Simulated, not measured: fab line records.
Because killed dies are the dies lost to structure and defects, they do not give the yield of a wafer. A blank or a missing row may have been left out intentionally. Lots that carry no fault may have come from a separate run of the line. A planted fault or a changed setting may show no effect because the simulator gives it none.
fab line records | flow gf180mcu
record lots=14 | wafers=42 | last_day=34
route steps=602 shown MVSD@72 HV_LDD@233 CONTACT@292 M1@317
lots untouched by any fault: they come from a run of this same line in which no faults occurred
start_h: start of the lot's first displayed wafer, in hours after the record's first day | wait_h: hours from the lot's prior step to this one | " same as the row above | L1.1+2: one row covering several wafers at once | - no value, or no start was given | * or withheld: withheld | < > ~ a bound
route shown NAME@n: names a module that has steps shown in the file, with the first one's number in the route | usual: mean and standard deviation over wafers with no fault | same: alike in all rows | chamber/n: place in a boat | sites: the reading at each site | _std_site: standard deviation of those values | _edge_site: the outer-site mean with the inner-site mean subtracted | radius_mm: how far each site lies from the wafer's centre | mask NAME#n: copy n | behind: the most recent tool/chamber to have shaped the wafer | hold: the reason the lot was held/the length of the hold in hours/how it ended | device: transistor that didn't switch, given as n, p or np | end of line: tests run on the same wafers once the route is complete | a step without rows: its recipe alone | killed: count of dies lost to structure and defects at first sort (not the wafer's yield) | map: shows each die of a wafer: x if killed, . if not, _ if none is there
set.NAME: the setting as run; set.NAME@STEP: as run at that earlier step | model.NAME: the simulator's own value behind a step, which no gauge read
route steps across a sampled set of lots; one table per step, one row per wafer
services: when a tool's chamber went out of use (start_h, in hours from the record's first day, below 0 if earlier), for how many hours, and the reason
## steps
# step GF_MVSD_DEVELOP_06
# recipe wall_angle_deg=90 | develop_time_s=61.22 | dev_temp_c=23
# usual chill_plate_temp_C=23.00/0.12 | develop_time_s=61.22/0
lot.wafer | tool           | chamber | start_h | wait_h | chill_plate_temp_C | develop_time_s
L310.2    | litho_track-02 | 0       | 81      | -      | 23.08              | 61.22
L310.3    | "              | 0       | "       | "      | 23.11              | 61.22
L310.6    | "              | 0       | "       | "      | 22.93              | 61.22
L311.2    | litho_track-04 | 0       | 89      | -      | 23.16              | 61.22
L311.4    | "              | 0       | "       | "      | 23.00              | 61.22
L311.5    | "              | 0       | "       | "      | 23.00              | 61.22
L312.1    | litho_track-04 | 0       | 95      | -      | 23.05              | 61.22
L312.3    | "              | 0       | "       | "      | 23.04              | 61.22
L312.5    | "              | 0       | "       | "      | 22.95              | 61.22
L313.2    | litho_track-02 | 0       | 100     | -      | 22.93              | 61.22
L313.4    | "              | 0       | "       | "      | 22.94              | 61.22
L313.5    | "              | 0       | "       | "      | 22.97              | 61.22
L316.2    | litho_track-04 | 0       | 118     | -      | 23.06              | 61.22
L316.3    | "              | 0       | "       | "      | 22.94              | 61.22
L316.5    | "              | 0       | "       | "      | 23.15              | 61.22
L319.1    | litho_track-04 | -       | 133     | -      | -                  | -
L319.3    | "              | -       | "       | "      | -                  | -
L319.5    | "              | -       | "       | "      | -                  | -
L320.3    | litho_track-02 | -       | 139     | -      | -                  | -
L320.5    | "              | -       | "       | "      | -                  | -
L320.6    | "              | -       | "       | "      | -                  | -
L323.3    | litho_track-02 | 0       | 157     | -      | 23.21              | 61.22
L323.4    | "              | 0       | "       | "      | 23.33              | 61.22
L323.5    | "              | 0       | "       | "      | 23.12              | 61.22
L324.4    | litho_track-02 | 0       | 163     | -      | 23.07              | 61.22
L324.5    | "              | 0       | "       | "      | 22.75              | 61.22
L324.6    | "              | 0       | "       | "      | 22.96              | 61.22
L325.3    | litho_track-02 | 0       | 167     | -      | 22.95              | 61.22
L325.5    | "              | 0       | 168     | -      | 22.98              | 61.22
L325.6    | "              | 0       | "       | "      | 22.90              | 61.22
L327.3    | litho_track-04 | 0       | 180     | -      | 23.02              | 61.22
L327.4    | "              | 0       | "       | "      | 23.05              | 61.22
L327.6    | "              | 0       | "       | "      | 22.95              | 61.22
L328.1    | litho_track-02 | 0       | 192     | -      | 23.05              | 61.22
L328.3    | "              | 0       | "       | "      | 22.94              | 61.22
L328.4    | "              | 0       | "       | "      | 22.91              | 61.22
L329.2    | litho_track-02 | 0       | 192     | -      | 22.90              | 61.22
L329.5    | "              | 0       | "       | "      | 23.00              | 61.22
L329.6    | "              | 0       | "       | "      | 23.06              | 61.22
L333.1    | litho_track-04 | 0       | 216     | -      | 22.97              | 61.22
L333.2    | "              | 0       | "       | "      | 23.07              | 61.22
L333.3    | "              | 0       | "       | "      | 22.97              | 61.22
# step GF_HV_LDD_THK_MEAS_57
# recipe reads=Si3N4_of_HV_LDD_CVD_56
# usual HV_LDD_CVD_56_THK=89.9/0.95
lot.wafer | tool          | chamber | start_h | wait_h | HV_LDD_CVD_56_THK[nm]
L310.2    | film_metro-04 | -       | 275.37  | 0.0    | 90.7
L310.3    | "             | -       | "       | "      | 91.1
L310.6    | "             | -       | "       | "      | 91.8
L311.2    | film_metro-01 | -       | 286.50  | 0.0    | 89.9
L311.4    | "             | -       | "       | "      | 90.3
L311.5    | "             | -       | "       | "      | 89.5
L312.1    | film_metro-04 | -       | 292.53  | 0.0    | 88.6
L312.3    | "             | -       | "       | "      | 88.2
L312.5    | "             | -       | "       | "      | 88.6
L313.2    | film_metro-02 | -       | 307.29  | 0.0    | 88.9
L313.4    | "             | -       | "       | "      | 89.2
L313.5    | "             | -       | "       | "      | 88.8
L316.2    | film_metro-02 | -       | 327.36  | 0.0    | 89.0
L316.3    | "             | -       | "       | "      | 88.5
L316.5    | "             | -       | "       | "      | 88.9
L319.1    | film_metro-01 | -       | 345.85  | 0.0    | 89.5
L319.3    | "             | -       | "       | "      | 88.8
L319.5    | "             | -       | "       | "      | 89.1
L320.3    | film_metro-01 | -       | 355.55  | 0.0    | 91.7
L320.5    | "             | -       | "       | "      | 90.8
L320.6    | "             | -       | "       | "      | 90.5
L323.3    | film_metro-02 | -       | 379.80  | 0.0    | 88.5
L323.4    | "             | -       | "       | "      | 89.9
L323.5    | "             | -       | "       | "      | 89.6
L324.4    | film_metro-01 | -       | 390.48  | 0.0    | 89.4
L324.5    | "             | -       | "       | "      | 90.0
L324.6    | "             | -       | "       | "      | 89.6
L325.3    | film_metro-01 | -       | 395.41  | 0.0    | 91.5
L325.5    | "             | -       | "       | "      | 91.4
L325.6    | "             | -       | "       | "      | 91.3
L327.3    | film_metro-02 | -       | 410.97  | 0.0    | 90.0
L327.4    | "             | -       | "       | "      | 90.2
L327.6    | "             | -       | "       | "      | 90.0
L328.1    | film_metro-02 | -       | 433.09  | 0.0    | 89.9
L328.3    | "             | -       | "       | "      | 90.4
L328.4    | "             | -       | "       | "      | 89.4
L329.2    | film_metro-01 | -       | 434.53  | 0.0    | 90.5
L329.5    | "             | -       | "       | "      | 90.2
L329.6    | "             | -       | "       | "      | 90.3
L333.1    | film_metro-02 | -       | 464.18  | 0.0    | 89.7
L333.2    | "             | -       | "       | "      | 90.8
L333.3    | "             | -       | "       | "      | 90.1
# step GF_CONTACT_BOW_MEAS_05
# recipe mode=bow
# usual CONTACT_BOW=64/7.8
lot.wafer | tool          | chamber | start_h | wait_h | CONTACT_BOW[um]
L310.2    | film_metro-02 | -       | 343.39  | 0.3    | 53
L310.3    | "             | -       | "       | "      | 75
L310.6    | "             | -       | "       | "      | 59
L311.2    | film_metro-02 | -       | 350.51  | 0.3    | 47
L311.4    | "             | -       | "       | "      | 58
L311.5    | "             | -       | "       | "      | 65
L312.1    | film_metro-04 | -       | 357.20  | 0.2    | 58
L312.3    | "             | -       | "       | "      | 54
L312.5    | "             | -       | "       | "      | 55
L313.2    | film_metro-04 | -       | 373.53  | 0.1    | 59
L313.4    | "             | -       | "       | "      | 56
L313.5    | "             | -       | "       | "      | 49
L316.2    | film_metro-01 | -       | 396.17  | 0.1    | 71
L316.3    | "             | -       | "       | "      | 61
L316.5    | "             | -       | "       | "      | 66
L319.1    | film_metro-02 | -       | 415.73  | 0.1    | 47
L319.3    | "             | -       | "       | "      | 65
L319.5    | "             | -       | "       | "      | 69
L320.3    | film_metro-02 | -       | 426.94  | 0.1    | 78
L320.5    | "             | -       | "       | "      | 67
L320.6    | "             | -       | "       | "      | 78
L323.3    | film_metro-04 | -       | 454.49  | 0.3    | 66
L323.4    | "             | -       | "       | "      | 79
L323.5    | "             | -       | "       | "      | 53
L324.4    | film_metro-04 | -       | 464.60  | 0.2    | 63
L324.5    | "             | -       | "       | "      | 62
L324.6    | "             | -       | "       | "      | 64
L325.3    | film_metro-02 | -       | 470.87  | 0.1    | 55
L325.5    | "             | -       | "       | "      | 64
L325.6    | "             | -       | "       | "      | 50
L327.3    | film_metro-01 | -       | 487.91  | 0.2    | 77
L327.4    | "             | -       | "       | "      | 68
L327.6    | "             | -       | "       | "      | 69
L328.1    | film_metro-01 | -       | 507.54  | 0.1    | 69
L328.3    | "             | -       | "       | "      | 60
L328.4    | "             | -       | "       | "      | 55
L329.2    | film_metro-02 | -       | 512.96  | 0.1    | 63
L329.5    | "             | -       | "       | "      | 60
L329.6    | "             | -       | "       | "      | 61
L333.1    | film_metro-04 | -       | 538.11  | 0.1    | 64
L333.2    | "             | -       | "       | "      | 71
L333.3    | "             | -       | "       | "      | 60
# step GF_M1_SPUTTER_02
# recipe material=AlCu | target_thk_nm=450 | power_w=10600 | time_s=23.9 | chamber_pressure_pa=0.4
# usual throttle_valve_pct=29.9/0.91
lot.wafer | tool           | chamber | start_h | wait_h | throttle_valve_pct
L310.2    | pvd_sputter-01 | -       | 366.30  | 0.0    | 30.2
L310.3    | "              | -       | "       | "      | 30.9
L310.6    | "              | -       | "       | "      | 30.2
L311.2    | pvd_sputter-01 | -       | 374.40  | 0.0    | 29.6
L311.4    | "              | -       | "       | "      | 31.0
L311.5    | "              | -       | "       | "      | 29.4
L312.1    | pvd_sputter-03 | -       | 380.81  | 0.0    | 29.7
L312.3    | "              | -       | "       | "      | 29.5
L312.5    | "              | -       | "       | "      | 30.0
L313.2    | pvd_sputter-02 | -       | 398.00  | 0.0    | 30.9
L313.4    | "              | -       | "       | "      | 29.2
L313.5    | "              | -       | "       | "      | 30.6
L316.2    | pvd_sputter-01 | -       | 421.50  | 0.0    | 30.3
L316.3    | "              | -       | "       | "      | 29.6
L316.5    | "              | -       | "       | "      | 30.2
L319.1    | pvd_sputter-02 | -       | 441.86  | 0.0    | 30.4
L319.3    | "              | -       | "       | "      | 29.1
L319.5    | "              | -       | "       | "      | 29.0
L320.3    | pvd_sputter-01 | -       | 452.69  | 0.0    | 29.5
L320.5    | "              | -       | "       | "      | 30.0
L320.6    | "              | -       | "       | "      | 29.5
L323.3    | pvd_sputter-02 | -       | 479.89  | 0.0    | 28.2
L323.4    | "              | -       | "       | "      | 30.6
L323.5    | "              | -       | "       | "      | 29.3
L324.4    | pvd_sputter-01 | -       | 489.59  | 0.0    | 29.6
L324.5    | "              | -       | "       | "      | 29.8
L324.6    | "              | -       | "       | "      | 30.1
L325.3    | pvd_sputter-03 | -       | 496.17  | 0.0    | 30.7
L325.5    | "              | -       | "       | "      | 31.6
L325.6    | "              | -       | "       | "      | 29.6
L327.3    | pvd_sputter-02 | -       | 512.79  | 0.0    | 30.8
L327.4    | "              | -       | "       | "      | 28.1
L327.6    | "              | -       | "       | "      | 28.3
L328.1    | pvd_sputter-03 | -       | 532.09  | 0.0    | 31.7
L328.3    | "              | -       | "       | "      | 29.2
L328.4    | "              | -       | "       | "      | 29.9
L329.2    | pvd_sputter-01 | -       | 537.69  | 0.0    | 30.2
L329.5    | "              | -       | "       | "      | 29.8
L329.6    | "              | -       | "       | "      | 30.4
L333.1    | pvd_sputter-02 | -       | 562.31  | 0.0    | 29.5
L333.2    | "              | -       | "       | "      | 29.4
L333.3    | "              | -       | "       | "      | 30.8
## services
tool           | chamber | start_h | hours | kind
pvd_sputter-02 | -       | 62.28   | 7.1   | repair
pvd_sputter-01 | -       | 63.26   | 1.2   | repair
pvd_sputter-03 | -       | 100.46  | 26.2  | repair
pvd_sputter-02 | -       | 111.49  | 0.9   | repair
litho_track-04 | -       | 136.40  | -     | consumable_replace:filter
pvd_sputter-01 | -       | 238.45  | 3.7   | repair
pvd_sputter-03 | -       | 314.40  | 10.5  | repair
pvd_sputter-03 | -       | 389.09  | 3.5   | repair
pvd_sputter-03 | -       | 421.16  | 0.5   | repair
pvd_sputter-03 | -       | 425.90  | 5.0   | repair
## key
first_sign step=GF_MVSD_DEVELOP_06 | reading=tool_record | direction=missing
effect none on later readings
met_at GF_MVSD_DEVELOP_06
struck_lots L319,L320
sort_left_out L319.1,L319.3,L319.5,L320.3,L320.5,L320.6
tester_left_out L319,L320
not_acting_at GF_HV_LDD_THK_MEAS_57,GF_CONTACT_BOW_MEAS_05,GF_M1_SPUTTER_02
onset_between 118 133
fault kind=skipped_step_whole | tool=litho_track-02,litho_track-04 | chamber=- | onset_h=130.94 | steps=GF_MVSD_DEVELOP_06 | scope=struck_lots_only
# tester_left_out: of these lots the tester's yield and bins aren't shown, on N5 and GAA mostly nor the transistor test; their killed dies are dies lost to structure and defects alone, not to doping, threshold or leakage, so they don't give the yield
# sort_left_out: the simulated sort isn't trusted on such a fault, so these wafers' sort isn't shown, and their yield isn't known
